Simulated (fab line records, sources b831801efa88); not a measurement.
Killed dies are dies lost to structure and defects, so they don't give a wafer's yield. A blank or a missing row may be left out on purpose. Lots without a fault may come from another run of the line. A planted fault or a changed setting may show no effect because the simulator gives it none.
One fault seen from 2 desks | flow sky130 | each desk has only its own numbers; what lay behind them comes last

THE METROLOGY DESK
What the gauges read, lot by lot, whatever tool the lot ran on: means of the sampled wafers that have a number. A lot is out of limits, marked OUT, if its mean lies more than 4 standard deviations from the usual mean; the brackets give that distance.
Columns: A = VIA4_W_RS at SKY_VIA4_RS_MEAS_19, usual 0.2271 ohm/sq; B = VIA4_W_THK at SKY_VIA4_THK_MEAS_20, usual 499 nm; C = METAL5_ALCU_RS at SKY_METAL5_RS_MEAS_05, usual 0.0271 ohm/sq; D = METAL5_ALCU_THK at SKY_METAL5_THK_MEAS_06, usual 1130 nm
lot  | first seen here | A      | B   | C                 | D
L487 | day 43 13:01    | 0.2265 | 502 | 0.0275            | 1118
L496 | day 46 12:02    | 0.2277 | 491 | 0.0317 (+12) OUT  | 961 (-8.9) OUT
L499 | day 46 22:07    | 0.2284 | 500 | 0.0294 (+5.9) OUT | 1063
L504 | day 47 21:40    | 0.2275 | 493 | 0.0263            | 1151
L507 | day 48 15:09    | 0.2254 | 500 | 0.0267            | 1137
L508 | day 48 21:23    | 0.2273 | 494 | 0.0271            | 1135
This desk's finding: out of limits on L496, L499; first on L496, day 46 12:43 (METAL5_ALCU_RS at SKY_METAL5_RS_MEAS_05). In limits: L487, L504, L507, L508.

THE TOOL OWNER'S DESK: pvd_sputter-02
The tool's own readings at SKY_METAL5_SPUTTER_02 (material AlCu, target thk 1150 nm, time 61.2 s): means of the sampled wafers that have a number, for each lot that ran on this tool. A lot is out of limits, marked OUT, if its mean lies more than 4 standard deviations from the usual mean; the brackets give that distance.
Columns: A = cathode_dc_power_W at SKY_METAL5_SPUTTER_02, usual 10600 W; B = throttle_valve_pct at SKY_METAL5_SPUTTER_02, usual 30.2 %
lot  | first seen here | A                      | B
L487 | day 43 13:34    | 10601                  | 29.6
L496 | day 46 12:35    | 9310 (-99 or more) OUT | 29.6
L499 | day 46 22:37    | 9955 (-99 or more) OUT | 30.4
This desk's finding: out of limits on L496, L499; first on L496, day 46 12:35 (cathode_dc_power_W at SKY_METAL5_SPUTTER_02). In limits: L487.

PUT TOGETHER
The tool owner's desk could have raised an alarm at day 46 12:35, on L496, L499.
The metrology desk could have raised an alarm at day 46 12:43, on L496, L499.
Of the lots named, all ran SKY_METAL5_SPUTTER_02 on pvd_sputter-02.

WHAT THE SIMULATOR HAD PUT IN
Process parameter drift: pvd_sputter-02, from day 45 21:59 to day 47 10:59, at SKY_METAL5_SPUTTER_02. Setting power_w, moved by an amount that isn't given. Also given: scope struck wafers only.
Lots struck among those shown: L496, L499.
Hours from the fault's start to each desk's first reading out of limits: the tool owner's desk, 15; the metrology desk, 15.
